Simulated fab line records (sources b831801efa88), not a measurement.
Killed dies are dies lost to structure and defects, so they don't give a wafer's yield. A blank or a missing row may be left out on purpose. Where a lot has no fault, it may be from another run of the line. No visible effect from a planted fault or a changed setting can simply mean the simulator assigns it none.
2 desks looking at one fault | flow gf180mcu | what lay behind the numbers comes last; until then each desk has only its own

AT THE TOOL OWNER'S DESK: litho_track-01
The tool's own readings at GF_MVSD_SOFTBAKE_03, given as means over the sampled wafers that have a number, one for each lot that went through this tool. Marked OUT: a lot whose mean sits more than 4 standard deviations from the usual mean, which makes it out of limits; the brackets give that distance.
Columns: A = heater_power_total_W at GF_MVSD_SOFTBAKE_03, usual 65.30 W; B = plate_temp_C at GF_MVSD_SOFTBAKE_03, usual 110.04 C
lot  | first seen here | A                | B
L452 | day 4 12:44     | 65.28            | 110.15
L454 | day 5 01:32     | 65.18            | 110.06
L457 | day 5 17:29     | 65.29            | 110.09
L458 | day 5 22:23     | 65.22            | 109.84
L465 | day 7 13:59     | 66.63 (+10) OUT  | 111.49 (+12) OUT
L468 | day 8 07:31     | 66.51 (+9.3) OUT | 111.65 (+13) OUT
This desk's finding: out of limits on L465, L468; first on L465, day 7 13:59 (heater_power_total_W at GF_MVSD_SOFTBAKE_03). In limits: L452, L454, L457, L458.

THE METROLOGY DESK
Means of the sampled wafers that have a number, per lot and without regard to the tool the lot ran on: this is what the gauges read. Marked OUT: a lot whose mean sits more than 4 standard deviations from the usual mean, which makes it out of limits; the brackets give that distance.
Columns: A = CONTACT_CVD_00_THK at GF_CONTACT_THK_MEAS_01, usual 300 nm; B = CONTACT_BOW at GF_CONTACT_BOW_MEAS_05, usual 63 um
lot  | first seen here | A   | B
L451 | day 15 15:19    | 301 | 65
L452 | day 15 20:11    | 298 | 60
L454 | day 16 19:36    | 298 | 71
L458 | day 18 02:20    | 300 | 71
L457 | day 18 03:10    | 302 | 68
L459 | day 18 09:43    | 299 | 54
L460 | day 18 14:19    | 299 | 64
L461 | day 19 14:09    | 297 | 68
L465 | day 20 17:01    | 304 | 64
L468 | day 21 16:26    | 296 | 60
L471 | day 22 13:55    | 298 | 63
L472 | day 22 20:50    | 301 | 63
L473 | day 23 03:58    | 301 | 70
L474 | day 23 07:43    | 301 | 61
Result from this desk: across the 14 lots, nothing is out of limits.

PUT TOGETHER
On L465, L468, at day 7 13:59, an alarm was possible from the tool owner's desk.
Nothing out of limits was seen by the metrology desk.
The metrology desk holds a record of L465, L468, inside its limits.
GF_MVSD_SOFTBAKE_03 was run on litho_track-01 by each of the lots named.

WHAT THE SIMULATOR HAD PUT IN
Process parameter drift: litho_track-01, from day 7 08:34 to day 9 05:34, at GF_MVSD_SOFTBAKE_03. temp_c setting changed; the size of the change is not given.
Lots struck among those shown: L465, L468.
Each desk's first reading out of limits, in hours after the fault started: the tool owner's desk, 5.
